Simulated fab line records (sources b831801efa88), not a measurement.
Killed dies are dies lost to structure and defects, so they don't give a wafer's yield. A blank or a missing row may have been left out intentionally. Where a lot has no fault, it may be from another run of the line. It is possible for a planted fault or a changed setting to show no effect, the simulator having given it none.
fab line records || flow gf180mcu || part 2 of 2: steps 25 to 35 of 35
[record] {"lots": 5, "wafers": 15, "lastDay": 33}
route steps=602 shown STI@22 DNWELL@32 NWELL@42 LVPWELL@54
lots untouched by any fault: they come from a run of this same line in which no faults occurred
startH: start of the lot's first displayed wafer, in hours after the record's first day || waitH: hours since the lot's step before || " identical to the entry in the row above || L1.1+2: a single row standing in for several wafers || - no value, or no start was given || * or withheld: withheld || < > ~ a bound
route shown NAME@n: names a module that has steps shown in the file, with the first one's number in the route || usual: mean and standard deviation over wafers with no fault || same: alike in all rows || chamber/n: place in a boat || sites: each site's reading || _std_site: standard deviation of those values || _edge_site: the outer-site mean with the inner-site mean subtracted || radiusMm: how far each site lies from the wafer's centre || mask NAME#n: copy n || behind: the tool/chamber that last shaped the wafer || hold: cause of the lot's hold/its duration in hours/its outcome || device: transistor that didn't switch, given as n, p or np || end of line: the same wafers' tests at the end of the route || a step given without rows: its recipe and nothing more || killed: not the wafer's yield, but the dies lost to structure and defects at the first sort || map: dies across one wafer; x = killed, . = not, _ = none there
set.NAME: setting as actually run; set.NAME@STEP: the setting as run at that earlier step || model.NAME: the simulator's own value behind a step, which no gauge read
lots at some steps of the route; a table a step, a row a wafer
services: from which hour (startH, from the record's first day; less than 0 if before it) a tool's chamber was out of use, for how many hours, and why
[[steps]]
[step GF_NWELL_EXPOSE_04]
[recipe] {"maskId": "Nwell", "targetCdNm": 860, "na": 0.6, "sourceShape": "conventional", "sigmaOuter": 0.6, "doseMj": 260}
[usual] {"exposureDoseMJCm2": "260.04/0.23", "focusOffsetNm": "-0.1/0.48"}
{"lot.wafer": "L080.1", "tool": "ilineStepper-01", "chamber": 0, "startH": "-", "waitH": "-", "mask": "Nwell#0", "exposureDoseMJCm2": 260.01, "focusOffsetNm": 0.2}
{"lot.wafer": "L080.2", "tool": "ilineStepper-01", "chamber": 0, "startH": "-", "waitH": "-", "mask": "Nwell#0", "exposureDoseMJCm2": 259.90, "focusOffsetNm": 0.3}
{"lot.wafer": "L080.5", "tool": "ilineStepper-01", "chamber": 0, "startH": "-", "waitH": "-", "mask": "Nwell#0", "exposureDoseMJCm2": 260.02, "focusOffsetNm": -0.9}
{"lot.wafer": "L084.1", "tool": "ilineStepper-01", "chamber": 0, "startH": "-", "waitH": "-", "mask": "Nwell#0", "exposureDoseMJCm2": 260.48, "focusOffsetNm": -0.9}
{"lot.wafer": "L084.4", "tool": "ilineStepper-01", "chamber": 0, "startH": "-", "waitH": "-", "mask": "Nwell#0", "exposureDoseMJCm2": 260.33, "focusOffsetNm": 0.4}
{"lot.wafer": "L084.5", "tool": "ilineStepper-01", "chamber": 0, "startH": "-", "waitH": "-", "mask": "Nwell#0", "exposureDoseMJCm2": 260.36, "focusOffsetNm": 0.5}
{"lot.wafer": "L086.1", "tool": "ilineStepper-02", "chamber": 0, "startH": "-", "waitH": "-", "mask": "Nwell#0", "exposureDoseMJCm2": 259.78, "focusOffsetNm": 0.4}
{"lot.wafer": "L086.2", "tool": "ilineStepper-02", "chamber": 0, "startH": "-", "waitH": "-", "mask": "Nwell#0", "exposureDoseMJCm2": 260.17, "focusOffsetNm": -0.5}
{"lot.wafer": "L086.3", "tool": "ilineStepper-02", "chamber": 0, "startH": "-", "waitH": "-", "mask": "Nwell#0", "exposureDoseMJCm2": 259.94, "focusOffsetNm": -1.0}
{"lot.wafer": "L089.1", "tool": "ilineStepper-01", "chamber": 0, "startH": "-", "waitH": "-", "mask": "Nwell#0", "exposureDoseMJCm2": 259.99, "focusOffsetNm": -0.1}
{"lot.wafer": "L089.5", "tool": "ilineStepper-01", "chamber": 0, "startH": "-", "waitH": "-", "mask": "Nwell#0", "exposureDoseMJCm2": 260.08, "focusOffsetNm": -0.8}
{"lot.wafer": "L089.6", "tool": "ilineStepper-01", "chamber": 0, "startH": "-", "waitH": "-", "mask": "Nwell#0", "exposureDoseMJCm2": 259.97, "focusOffsetNm": -0.6}
{"lot.wafer": "L094.2", "tool": "ilineStepper-02", "chamber": 0, "startH": "-", "waitH": "-", "mask": "Nwell#0", "exposureDoseMJCm2": 260.07, "focusOffsetNm": 0.3}
{"lot.wafer": "L094.3", "tool": "ilineStepper-02", "chamber": 0, "startH": "-", "waitH": "-", "mask": "Nwell#0", "exposureDoseMJCm2": 260.11, "focusOffsetNm": -0.1}
{"lot.wafer": "L094.4", "tool": "ilineStepper-02", "chamber": 0, "startH": "-", "waitH": "-", "mask": "Nwell#0", "exposureDoseMJCm2": 260.04, "focusOffsetNm": 0.2}
[step GF_NWELL_PEB_05]
[recipe] {"tempC": 115, "timeS": "withheld"}
[usual] {"resistLineTempC": "23.01/0.12"}
{"lot.wafer": "L080.1", "tool": "lithoTrack-01", "chamber": 0, "startH": "-", "waitH": "-", "resistLineTempC": 23.17}
{"lot.wafer": "L080.2", "tool": "lithoTrack-01", "chamber": 0, "startH": "-", "waitH": "-", "resistLineTempC": 22.90}
{"lot.wafer": "L080.5", "tool": "lithoTrack-01", "chamber": 0, "startH": "-", "waitH": "-", "resistLineTempC": 23.04}
{"lot.wafer": "L084.1", "tool": "lithoTrack-04", "chamber": 0, "startH": "-", "waitH": "-", "resistLineTempC": 23.07}
{"lot.wafer": "L084.4", "tool": "lithoTrack-04", "chamber": 0, "startH": "-", "waitH": "-", "resistLineTempC": 22.95}
{"lot.wafer": "L084.5", "tool": "lithoTrack-04", "chamber": 0, "startH": "-", "waitH": "-", "resistLineTempC": 22.89}
{"lot.wafer": "L086.1", "tool": "lithoTrack-04", "chamber": 0, "startH": "-", "waitH": "-", "resistLineTempC": 23.16}
{"lot.wafer": "L086.2", "tool": "lithoTrack-04", "chamber": 0, "startH": "-", "waitH": "-", "resistLineTempC": 23.08}
{"lot.wafer": "L086.3", "tool": "lithoTrack-04", "chamber": 0, "startH": "-", "waitH": "-", "resistLineTempC": 22.94}
{"lot.wafer": "L089.1", "tool": "lithoTrack-01", "chamber": 0, "startH": "-", "waitH": "-", "resistLineTempC": 23.01}
{"lot.wafer": "L089.5", "tool": "lithoTrack-01", "chamber": 0, "startH": "-", "waitH": "-", "resistLineTempC": 23.20}
{"lot.wafer": "L089.6", "tool": "lithoTrack-01", "chamber": 0, "startH": "-", "waitH": "-", "resistLineTempC": 23.34}
{"lot.wafer": "L094.2", "tool": "lithoTrack-03", "chamber": 0, "startH": "-", "waitH": "-", "resistLineTempC": 23.09}
{"lot.wafer": "L094.3", "tool": "lithoTrack-03", "chamber": 0, "startH": "-", "waitH": "-", "resistLineTempC": 23.06}
{"lot.wafer": "L094.4", "tool": "lithoTrack-03", "chamber": 0, "startH": "-", "waitH": "-", "resistLineTempC": 23.18}
[step GF_NWELL_DEVELOP_06]
[recipe] {"wallAngleDeg": 90, "developTimeS": 60, "devTempC": 23}
[usual] {"resistLineTempC": "23.01/0.11"}
[same] {"developTimeS": 60}
{"lot.wafer": "L080.1", "tool": "lithoTrack-01", "chamber": 0, "startH": "-", "waitH": "-", "resistLineTempC": 22.92}
{"lot.wafer": "L080.2", "tool": "lithoTrack-01", "chamber": 0, "startH": "-", "waitH": "-", "resistLineTempC": 23.10}
{"lot.wafer": "L080.5", "tool": "lithoTrack-01", "chamber": 0, "startH": "-", "waitH": "-", "resistLineTempC": 22.97}
{"lot.wafer": "L084.1", "tool": "lithoTrack-04", "chamber": 0, "startH": "-", "waitH": "-", "resistLineTempC": 23.00}
{"lot.wafer": "L084.4", "tool": "lithoTrack-04", "chamber": 0, "startH": "-", "waitH": "-", "resistLineTempC": 23.07}
{"lot.wafer": "L084.5", "tool": "lithoTrack-04", "chamber": 0, "startH": "-", "waitH": "-", "resistLineTempC": 22.93}
{"lot.wafer": "L086.1", "tool": "lithoTrack-04", "chamber": 0, "startH": "-", "waitH": "-", "resistLineTempC": 22.89}
{"lot.wafer": "L086.2", "tool": "lithoTrack-04", "chamber": 0, "startH": "-", "waitH": "-", "resistLineTempC": 22.78}
{"lot.wafer": "L086.3", "tool": "lithoTrack-04", "chamber": 0, "startH": "-", "waitH": "-", "resistLineTempC": 23.07}
{"lot.wafer": "L089.1", "tool": "lithoTrack-01", "chamber": 0, "startH": "-", "waitH": "-", "resistLineTempC": 23.15}
{"lot.wafer": "L089.5", "tool": "lithoTrack-01", "chamber": 0, "startH": "-", "waitH": "-", "resistLineTempC": 22.98}
{"lot.wafer": "L089.6", "tool": "lithoTrack-01", "chamber": 0, "startH": "-", "waitH": "-", "resistLineTempC": 22.89}
{"lot.wafer": "L094.2", "tool": "lithoTrack-03", "chamber": 0, "startH": "-", "waitH": "-", "resistLineTempC": 23.15}
{"lot.wafer": "L094.3", "tool": "lithoTrack-03", "chamber": 0, "startH": "-", "waitH": "-", "resistLineTempC": 22.82}
{"lot.wafer": "L094.4", "tool": "lithoTrack-03", "chamber": 0, "startH": "-", "waitH": "-", "resistLineTempC": 22.97}
[step GF_NWELL_OVL_MEAS_07]
[usual] {"NWELL_OVL": "0.6/1.6"}
{"lot.wafer": "L080.1", "tool": "overlay-02", "chamber": "-", "startH": 86.34, "waitH": "-", "NWELL_OVL[nm]": 3.1}
{"lot.wafer": "L080.2", "tool": "overlay-02", "chamber": "-", "startH": 86.34, "waitH": "-", "NWELL_OVL[nm]": 3.9}
{"lot.wafer": "L080.5", "tool": "overlay-02", "chamber": "-", "startH": 86.34, "waitH": "-", "NWELL_OVL[nm]": 4.0}
{"lot.wafer": "L084.1", "tool": "overlay-02", "chamber": "-", "startH": 106.24, "waitH": "-", "NWELL_OVL[nm]": 1.8}
{"lot.wafer": "L084.4", "tool": "overlay-02", "chamber": "-", "startH": 106.24, "waitH": "-", "NWELL_OVL[nm]": 2.5}
{"lot.wafer": "L084.5", "tool": "overlay-02", "chamber": "-", "startH": 106.24, "waitH": "-", "NWELL_OVL[nm]": 0.9}
{"lot.wafer": "L086.1", "tool": "overlay-02", "chamber": "-", "startH": 116.54, "waitH": "-", "NWELL_OVL[nm]": -1.4}
{"lot.wafer": "L086.2", "tool": "overlay-02", "chamber": "-", "startH": 116.54, "waitH": "-", "NWELL_OVL[nm]": -0.1}
{"lot.wafer": "L086.3", "tool": "overlay-02", "chamber": "-", "startH": 116.54, "waitH": "-", "NWELL_OVL[nm]": -0.8}
{"lot.wafer": "L089.1", "tool": "overlay-02", "chamber": "-", "startH": 133.54, "waitH": "-", "NWELL_OVL[nm]": 1.1}
{"lot.wafer": "L089.5", "tool": "overlay-02", "chamber": "-", "startH": 133.54, "waitH": "-", "NWELL_OVL[nm]": 1.0}
{"lot.wafer": "L089.6", "tool": "overlay-02", "chamber": "-", "startH": 133.54, "waitH": "-", "NWELL_OVL[nm]": 1.7}
{"lot.wafer": "L094.2", "tool": "overlay-01", "chamber": "-", "startH": 161.44, "waitH": "-", "NWELL_OVL[nm]": -1.8}
{"lot.wafer": "L094.3", "tool": "overlay-01", "chamber": "-", "startH": 161.44, "waitH": "-", "NWELL_OVL[nm]": -0.4}
{"lot.wafer": "L094.4", "tool": "overlay-01", "chamber": "-", "startH": 161.44, "waitH": "-", "NWELL_OVL[nm]": -1.2}
[step GF_NWELL_IMPLANT_08]
[recipe] {"species": "P", "energyKev": 450, "doseCm2": 1.5e+13, "tiltDeg": 0}
{"lot.wafer": "L080.1+2+5", "tool": "implanter-03", "chamber": 0, "startH": 86.37, "waitH": 0.0}
{"lot.wafer": "L084.1+4+5", "tool": "implanter-02", "chamber": 0, "startH": 106.28, "waitH": 0.0}
{"lot.wafer": "L086.1+2+3", "tool": "implanter-03", "chamber": 0, "startH": 116.58, "waitH": 0.0}
{"lot.wafer": "L089.1+5+6", "tool": "implanter-04", "chamber": 0, "startH": 133.57, "waitH": 0.0}
{"lot.wafer": "L094.2+3+4", "tool": "implanter-02", "chamber": 0, "startH": 161.50, "waitH": 0.0}
[step GF_NWELL_IMPLANT_09]
[recipe] {"species": "P", "energyKev": 160, "doseCm2": 4e+12, "tiltDeg": 0}
{"lot.wafer": "L080.1+2+5", "tool": "implanter-03", "chamber": 0, "startH": 86.52, "waitH": 0.1}
{"lot.wafer": "L084.1+4+5", "tool": "implanter-02", "chamber": 0, "startH": 106.43, "waitH": 0.1}
{"lot.wafer": "L086.1+2+3", "tool": "implanter-03", "chamber": 0, "startH": 116.73, "waitH": 0.1}
{"lot.wafer": "L089.1+5+6", "tool": "implanter-04", "chamber": 0, "startH": 133.72, "waitH": 0.1}
{"lot.wafer": "L094.2+3+4", "tool": "implanter-02", "chamber": 0, "startH": 163.26, "waitH": 1.7}
[step GF_NWELL_STRIP_10]
[recipe] {"chemistry": "O2/N2", "powerW": 1400, "pressureMtorr": 1500, "platenTempC": 250, "o2FlowSccm": 3000, "n2FlowSccm": 300, "overashFraction": 0.5}
[usual] {"drypumpMotorCurrentA": "6.05/0.077", "heaterPowerW": "347/29", "oesProductAu": "0.723/0.0045", "stripTimeToEndpointS": "36.99/0.11"}
{"lot.wafer": "L080.1", "tool": "plasmaAsher-04", "chamber": 1, "startH": 86.67, "waitH": 0.1, "drypumpMotorCurrentA": 5.96, "heaterPowerW": 324, "oesProductAu": 0.728, "rfHoursCounterH": 45, "stripTimeToEndpointS": 36.85}
{"lot.wafer": "L080.2", "tool": "plasmaAsher-04", "chamber": 0, "startH": 86.67, "waitH": 0.1, "drypumpMotorCurrentA": 6.00, "heaterPowerW": 330, "oesProductAu": 0.725, "rfHoursCounterH": 45, "stripTimeToEndpointS": 36.94}
{"lot.wafer": "L080.5", "tool": "plasmaAsher-04", "chamber": 0, "startH": 86.67, "waitH": 0.1, "drypumpMotorCurrentA": 6.03, "heaterPowerW": 335, "oesProductAu": 0.727, "rfHoursCounterH": "-", "stripTimeToEndpointS": 36.96}
{"lot.wafer": "L084.1", "tool": "plasmaAsher-03", "chamber": 1, "startH": 106.58, "waitH": 0.1, "drypumpMotorCurrentA": 6.01, "heaterPowerW": 347, "oesProductAu": 0.723, "rfHoursCounterH": 44, "stripTimeToEndpointS": 37.00}
{"lot.wafer": "L084.4", "tool": "plasmaAsher-03", "chamber": 0, "startH": 106.58, "waitH": 0.1, "drypumpMotorCurrentA": 6.12, "heaterPowerW": 346, "oesProductAu": 0.719, "rfHoursCounterH": "-", "stripTimeToEndpointS": 37.03}
{"lot.wafer": "L084.5", "tool": "plasmaAsher-03", "chamber": 1, "startH": 106.58, "waitH": 0.1, "drypumpMotorCurrentA": 6.01, "heaterPowerW": 349, "oesProductAu": 0.720, "rfHoursCounterH": "-", "stripTimeToEndpointS": 37.08}
{"lot.wafer": "L086.1", "tool": "plasmaAsher-04", "chamber": 0, "startH": 116.88, "waitH": 0.1, "drypumpMotorCurrentA": 6.04, "heaterPowerW": 327, "oesProductAu": 0.724, "rfHoursCounterH": 48, "stripTimeToEndpointS": 36.96}
{"lot.wafer": "L086.2", "tool": "plasmaAsher-04", "chamber": 1, "startH": 116.88, "waitH": 0.1, "drypumpMotorCurrentA": 5.98, "heaterPowerW": 332, "oesProductAu": 0.726, "rfHoursCounterH": 48, "stripTimeToEndpointS": 37.00}
{"lot.wafer": "L086.3", "tool": "plasmaAsher-04", "chamber": 0, "startH": 116.88, "waitH": 0.1, "drypumpMotorCurrentA": 6.02, "heaterPowerW": 334, "oesProductAu": 0.728, "rfHoursCounterH": "-", "stripTimeToEndpointS": 37.02}
{"lot.wafer": "L089.1", "tool": "plasmaAsher-04", "chamber": 0, "startH": 133.87, "waitH": 0.1, "drypumpMotorCurrentA": 6.03, "heaterPowerW": 332, "oesProductAu": 0.719, "rfHoursCounterH": 50, "stripTimeToEndpointS": 37.23}
{"lot.wafer": "L089.5", "tool": "plasmaAsher-04", "chamber": 0, "startH": 133.87, "waitH": 0.1, "drypumpMotorCurrentA": 6.01, "heaterPowerW": 322, "oesProductAu": 0.728, "rfHoursCounterH": "-", "stripTimeToEndpointS": 37.11}
{"lot.wafer": "L089.6", "tool": "plasmaAsher-04", "chamber": 1, "startH": 133.87, "waitH": 0.1, "drypumpMotorCurrentA": 5.98, "heaterPowerW": 332, "oesProductAu": 0.720, "rfHoursCounterH": "-", "stripTimeToEndpointS": 37.19}
{"lot.wafer": "L094.2", "tool": "plasmaAsher-02", "chamber": 1, "startH": 163.38, "waitH": 0.1, "drypumpMotorCurrentA": 6.02, "heaterPowerW": 322, "oesProductAu": 0.722, "rfHoursCounterH": 5, "stripTimeToEndpointS": 36.94}
{"lot.wafer": "L094.3", "tool": "plasmaAsher-02", "chamber": 1, "startH": 163.38, "waitH": 0.1, "drypumpMotorCurrentA": 6.04, "heaterPowerW": 329, "oesProductAu": 0.723, "rfHoursCounterH": "-", "stripTimeToEndpointS": 36.89}
{"lot.wafer": "L094.4", "tool": "plasmaAsher-02", "chamber": 0, "startH": 163.38, "waitH": 0.1, "drypumpMotorCurrentA": 6.21, "heaterPowerW": 423, "oesProductAu": 0.723, "rfHoursCounterH": "-", "stripTimeToEndpointS": 36.91}
[step GF_NWELL_TW_MEAS_11]
[usual] {"NWELL_TW": "1573/14"}
{"lot.wafer": "L080.1", "tool": "filmMetro-01", "chamber": "-", "startH": 86.77, "waitH": 0.1, "NWELL_TW": 1581}
{"lot.wafer": "L080.2", "tool": "filmMetro-01", "chamber": "-", "startH": 86.77, "waitH": 0.1, "NWELL_TW": 1575}
{"lot.wafer": "L080.5", "tool": "filmMetro-01", "chamber": "-", "startH": 86.77, "waitH": 0.1, "NWELL_TW": 1584}
{"lot.wafer": "L084.1", "tool": "filmMetro-01", "chamber": "-", "startH": 106.68, "waitH": 0.1, "NWELL_TW": 1586}
{"lot.wafer": "L084.4", "tool": "filmMetro-01", "chamber": "-", "startH": 106.68, "waitH": 0.1, "NWELL_TW": 1574}
{"lot.wafer": "L084.5", "tool": "filmMetro-01", "chamber": "-", "startH": 106.68, "waitH": 0.1, "NWELL_TW": 1582}
{"lot.wafer": "L086.1", "tool": "filmMetro-01", "chamber": "-", "startH": 116.98, "waitH": 0.1, "NWELL_TW": 1585}
{"lot.wafer": "L086.2", "tool": "filmMetro-01", "chamber": "-", "startH": 116.98, "waitH": 0.1, "NWELL_TW": 1586}
{"lot.wafer": "L086.3", "tool": "filmMetro-01", "chamber": "-", "startH": 116.98, "waitH": 0.1, "NWELL_TW": 1582}
{"lot.wafer": "L089.1", "tool": "filmMetro-01", "chamber": "-", "startH": 133.97, "waitH": 0.1, "NWELL_TW": 1570}
{"lot.wafer": "L089.5", "tool": "filmMetro-01", "chamber": "-", "startH": 133.97, "waitH": 0.1, "NWELL_TW": 1566}
{"lot.wafer": "L089.6", "tool": "filmMetro-01", "chamber": "-", "startH": 133.97, "waitH": 0.1, "NWELL_TW": 1567}
{"lot.wafer": "L094.2", "tool": "filmMetro-01", "chamber": "-", "startH": 163.49, "waitH": 0.1, "NWELL_TW": 1584}
{"lot.wafer": "L094.3", "tool": "filmMetro-01", "chamber": "-", "startH": 163.49, "waitH": 0.1, "NWELL_TW": 1572}
{"lot.wafer": "L094.4", "tool": "filmMetro-01", "chamber": "-", "startH": 163.49, "waitH": 0.1, "NWELL_TW": 1570}
[step GF_LVPWELL_DEHYDRATE_00]
[recipe] {"tempC": 200, "timeS": 60}
[usual] {"resistLineTempC": "23.00/0.11"}
{"lot.wafer": "L080.1", "tool": "lithoTrack-01", "chamber": 0, "startH": 92.49, "waitH": 5.7, "resistLineTempC": 23.01}
{"lot.wafer": "L080.2", "tool": "lithoTrack-01", "chamber": 0, "startH": 92.49, "waitH": 5.7, "resistLineTempC": 22.87}
{"lot.wafer": "L080.5", "tool": "lithoTrack-01", "chamber": 0, "startH": 92.49, "waitH": 5.7, "resistLineTempC": 22.91}
{"lot.wafer": "L084.1", "tool": "lithoTrack-02", "chamber": 0, "startH": 112.08, "waitH": 5.4, "resistLineTempC": 22.88}
{"lot.wafer": "L084.4", "tool": "lithoTrack-02", "chamber": 0, "startH": 112.08, "waitH": 5.4, "resistLineTempC": 22.92}
{"lot.wafer": "L084.5", "tool": "lithoTrack-02", "chamber": 0, "startH": 112.08, "waitH": 5.4, "resistLineTempC": 22.87}
{"lot.wafer": "L086.1", "tool": "lithoTrack-04", "chamber": 0, "startH": 123.29, "waitH": 6.3, "resistLineTempC": 23.03}
{"lot.wafer": "L086.2", "tool": "lithoTrack-04", "chamber": 0, "startH": 123.29, "waitH": 6.3, "resistLineTempC": 23.07}
{"lot.wafer": "L086.3", "tool": "lithoTrack-04", "chamber": 0, "startH": 123.29, "waitH": 6.3, "resistLineTempC": 23.06}
{"lot.wafer": "L089.1", "tool": "lithoTrack-02", "chamber": 0, "startH": 140.28, "waitH": 6.3, "resistLineTempC": 23.01}
{"lot.wafer": "L089.5", "tool": "lithoTrack-02", "chamber": 0, "startH": 140.28, "waitH": 6.3, "resistLineTempC": 23.16}
{"lot.wafer": "L089.6", "tool": "lithoTrack-02", "chamber": 0, "startH": 140.28, "waitH": 6.3, "resistLineTempC": 23.12}
{"lot.wafer": "L094.2", "tool": "lithoTrack-02", "chamber": 0, "startH": 171.21, "waitH": 7.7, "resistLineTempC": 23.07}
{"lot.wafer": "L094.3", "tool": "lithoTrack-02", "chamber": 0, "startH": 171.21, "waitH": 7.7, "resistLineTempC": 23.04}
{"lot.wafer": "L094.4", "tool": "lithoTrack-02", "chamber": 0, "startH": 171.21, "waitH": 7.7, "resistLineTempC": 22.98}
[step GF_LVPWELL_HMDS_01]
[recipe] {"primeTimeS": 60, "primeTempC": 120}
[usual] {"resistLineTempC": "23.01/0.11"}
{"lot.wafer": "L080.1", "tool": "lithoTrack-01", "chamber": 0, "startH": 92.64, "waitH": 0.1, "resistLineTempC": 23.14}
{"lot.wafer": "L080.2", "tool": "lithoTrack-01", "chamber": 0, "startH": 92.64, "waitH": 0.1, "resistLineTempC": 23.04}
{"lot.wafer": "L080.5", "tool": "lithoTrack-01", "chamber": 0, "startH": 92.64, "waitH": 0.1, "resistLineTempC": 23.00}
{"lot.wafer": "L084.1", "tool": "lithoTrack-02", "chamber": 0, "startH": 112.23, "waitH": 0.1, "resistLineTempC": 23.10}
{"lot.wafer": "L084.4", "tool": "lithoTrack-02", "chamber": 0, "startH": 112.23, "waitH": 0.1, "resistLineTempC": 23.03}
{"lot.wafer": "L084.5", "tool": "lithoTrack-02", "chamber": 0, "startH": 112.23, "waitH": 0.1, "resistLineTempC": 22.94}
{"lot.wafer": "L086.1", "tool": "lithoTrack-04", "chamber": 0, "startH": 123.44, "waitH": 0.1, "resistLineTempC": 23.04}
{"lot.wafer": "L086.2", "tool": "lithoTrack-04", "chamber": 0, "startH": 123.44, "waitH": 0.1, "resistLineTempC": 23.00}
{"lot.wafer": "L086.3", "tool": "lithoTrack-04", "chamber": 0, "startH": 123.44, "waitH": 0.1, "resistLineTempC": 23.00}
{"lot.wafer": "L089.1", "tool": "lithoTrack-02", "chamber": 0, "startH": 140.43, "waitH": 0.1, "resistLineTempC": 23.09}
{"lot.wafer": "L089.5", "tool": "lithoTrack-02", "chamber": 0, "startH": 140.43, "waitH": 0.1, "resistLineTempC": 23.03}
{"lot.wafer": "L089.6", "tool": "lithoTrack-02", "chamber": 0, "startH": 140.43, "waitH": 0.1, "resistLineTempC": 23.17}
{"lot.wafer": "L094.2", "tool": "lithoTrack-02", "chamber": 0, "startH": 171.36, "waitH": 0.1, "resistLineTempC": 23.20}
{"lot.wafer": "L094.3", "tool": "lithoTrack-02", "chamber": 0, "startH": 171.36, "waitH": 0.1, "resistLineTempC": 22.94}
{"lot.wafer": "L094.4", "tool": "lithoTrack-02", "chamber": 0, "startH": 171.36, "waitH": 0.1, "resistLineTempC": 23.13}
[step GF_LVPWELL_COAT_02]
[recipe] {"spinRpm": 2000, "resistThkNm": 3000}
[usual] {"resistLineTempC": "23.00/0.1"}
{"lot.wafer": "L080.1", "tool": "lithoTrack-01", "chamber": 0, "startH": 92.79, "waitH": 0.1, "resistLineTempC": 23.00}
{"lot.wafer": "L080.2", "tool": "lithoTrack-01", "chamber": 0, "startH": 92.79, "waitH": 0.1, "resistLineTempC": 23.09}
{"lot.wafer": "L080.5", "tool": "lithoTrack-01", "chamber": 0, "startH": 92.79, "waitH": 0.1, "resistLineTempC": 23.12}
{"lot.wafer": "L084.1", "tool": "lithoTrack-02", "chamber": 0, "startH": 112.38, "waitH": 0.1, "resistLineTempC": 22.98}
{"lot.wafer": "L084.4", "tool": "lithoTrack-02", "chamber": 0, "startH": 112.38, "waitH": 0.1, "resistLineTempC": 23.09}
{"lot.wafer": "L084.5", "tool": "lithoTrack-02", "chamber": 0, "startH": 112.38, "waitH": 0.1, "resistLineTempC": 23.05}
{"lot.wafer": "L086.1", "tool": "lithoTrack-04", "chamber": 0, "startH": 123.59, "waitH": 0.1, "resistLineTempC": 23.18}
{"lot.wafer": "L086.2", "tool": "lithoTrack-04", "chamber": 0, "startH": 123.59, "waitH": 0.1, "resistLineTempC": 23.03}
{"lot.wafer": "L086.3", "tool": "lithoTrack-04", "chamber": 0, "startH": 123.59, "waitH": 0.1, "resistLineTempC": 23.12}
{"lot.wafer": "L089.1", "tool": "lithoTrack-02", "chamber": 0, "startH": 140.58, "waitH": 0.1, "resistLineTempC": 22.97}
{"lot.wafer": "L089.5", "tool": "lithoTrack-02", "chamber": 0, "startH": 140.58, "waitH": 0.1, "resistLineTempC": 22.98}
{"lot.wafer": "L089.6", "tool": "lithoTrack-02", "chamber": 0, "startH": 140.58, "waitH": 0.1, "resistLineTempC": 22.89}
{"lot.wafer": "L094.2", "tool": "lithoTrack-02", "chamber": 0, "startH": 171.51, "waitH": 0.1, "resistLineTempC": 22.90}
{"lot.wafer": "L094.3", "tool": "lithoTrack-02", "chamber": 0, "startH": 171.51, "waitH": 0.1, "resistLineTempC": 23.02}
{"lot.wafer": "L094.4", "tool": "lithoTrack-02", "chamber": 0, "startH": 171.51, "waitH": 0.1, "resistLineTempC": 22.96}
[[services]]
{"tool": "furnace-02", "chamber": "-", "startH": 34.66, "hours": 4.0, "kind": "pm"}
{"tool": "wetBench-03", "chamber": "-", "startH": 35.54, "hours": 0.8, "kind": "repair"}
{"tool": "implanter-04", "chamber": "-", "startH": 41.24, "hours": 1.4, "kind": "repair"}
{"tool": "ilineStepper-01", "chamber": "-", "startH": 42.03, "hours": 1.7, "kind": "pm"}
{"tool": "implanter-04", "chamber": "-", "startH": 45.02, "hours": 4.6, "kind": "repair"}
{"tool": "ilineStepper-02", "chamber": "-", "startH": 49.06, "hours": 8.5, "kind": "repair"}
{"tool": "implanter-03", "chamber": "-", "startH": 54.08, "hours": 4.3, "kind": "pm"}
{"tool": "plasmaAsher-04", "chamber": "-", "startH": 64.37, "hours": 1.3, "kind": "repair"}
{"tool": "ilineStepper-02", "chamber": "-", "startH": 65.53, "hours": 4.4, "kind": "pm"}
{"tool": "ilineStepper-02", "chamber": "-", "startH": 70.38, "hours": 5.1, "kind": "repair"}
{"tool": "implanter-04", "chamber": "-", "startH": 80.01, "hours": 6.7, "kind": "repair"}
{"tool": "ilineStepper-01", "chamber": "-", "startH": 94.69, "hours": 4.7, "kind": "repair"}
{"tool": "implanter-02", "chamber": "-", "startH": 97.76, "hours": 3.4, "kind": "repair"}
{"tool": "implanter-04", "chamber": "-", "startH": 112.27, "hours": 5.1, "kind": "repair"}
{"tool": "implanter-02", "chamber": "-", "startH": 117.62, "hours": 1.6, "kind": "repair"}
{"tool": "furnace-01", "chamber": "-", "startH": 121.51, "hours": 4.5, "kind": "pm"}
{"tool": "wetBench-04", "chamber": "-", "startH": 121.96, "hours": 1.3, "kind": "repair"}
{"tool": "implanter-02", "chamber": "-", "startH": 136.19, "hours": 0.9, "kind": "repair"}
{"tool": "ilineStepper-02", "chamber": "-", "startH": 141.54, "hours": 3.7, "kind": "repair"}
{"tool": "implanter-02", "chamber": "-", "startH": 147.30, "hours": 3.9, "kind": "pm"}
{"tool": "furnace-02", "chamber": "-", "startH": 151.51, "hours": 3.4, "kind": "pm"}
{"tool": "furnace-01", "chamber": "-", "startH": 156.29, "hours": 3.0, "kind": "pm"}
{"tool": "implanter-04", "chamber": "-", "startH": 161.02, "hours": 1.1, "kind": "repair"}
{"tool": "implanter-03", "chamber": "-", "startH": 163.24, "hours": 2.1, "kind": "repair"}
